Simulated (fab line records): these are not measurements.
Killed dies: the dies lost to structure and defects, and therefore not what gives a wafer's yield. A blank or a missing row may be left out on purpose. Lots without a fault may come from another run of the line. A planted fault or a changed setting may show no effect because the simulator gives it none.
Chamber matching | flow gf180mcu | GF_V3_ETCH_16 on rie_diel-03 has 4 sister chambers
The step etches BARC in N2/H2. 8 wafers are shown with their chamber, then 11 later ones without.

== EACH WAFER AND ITS CHAMBER ==
wafer  | chamber | drypump_motor_current_A (A) | n2_flow_sccm (sccm)
L088.2 | 3       | 6.7                         | 99.57
L088.6 | 0       | 5.1                         | 99.74
L090.3 | 0       | 5.1                         | 100.04
L090.5 | 2       | 5.1                         | 100.15
L091.1 | 1       | 5.1                         | 99.72
L091.2 | 3       | 6.6                         | 100.26
L091.4 | 2       | 5.1                         | 100.30
L093.4 | 1       | 5.1                         | 99.86

== WAFERS WHOSE CHAMBER IS MISSING ==
wafer  | drypump_motor_current_A (A) | n2_flow_sccm (sccm)
L093.5 | 5.1                         | 99.96
L093.6 | 6.6                         | 100.07
L094.2 | 5.0                         | 100.20
L094.3 | 6.6                         | 99.95
L094.4 | 5.1                         | 99.71
L095.2 | 5.1                         | 99.94
L095.4 | 5.1                         | 99.57
L095.5 | 6.6                         | 100.44
L096.2 | 5.0                         | 99.92
L096.3 | 6.6                         | 100.39
L096.5 | 5.1                         | 100.42

== THE CHAMBER EACH PASSED THROUGH ==
wafer  | from the rows above          | in truth
L093.5 | can't be placed: 0 or 1 or 2 | 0
L093.6 | 3                            | 3
L094.2 | can't be placed: 2 or 0 or 1 | 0
L094.3 | 3                            | 3
L094.4 | can't be placed: 1 or 0 or 2 | 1
L095.2 | can't be placed: 0 or 1 or 2 | 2
L095.4 | can't be placed: 1 or 0 or 2 | 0
L095.5 | 3                            | 3
L096.2 | can't be placed: 0 or 1 or 2 | 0
L096.3 | 3                            | 3
L096.5 | can't be placed: 2 or 0 or 1 | 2
Correct placement for 4 of the 11. Not placeable from these rows: 7 (in 7, the candidates include the true chamber). Placed wrongly: 0.
How it was worked out, from the rows above alone: a wafer's distance from a chamber is the root of the sum, over the readings, of the square of ((its reading less the chamber's mean) divided by the reading's scatter). If the next closest chamber is less than 2 further off than the closest, the wafer can't be placed; otherwise it belongs to the closest. For every chamber, the mean is computed from those of its wafers that are shown. The scatter: take each reading less its chamber's mean, square it, sum over the shown wafers, divide by the number of wafers less the number of chambers, and take the root.
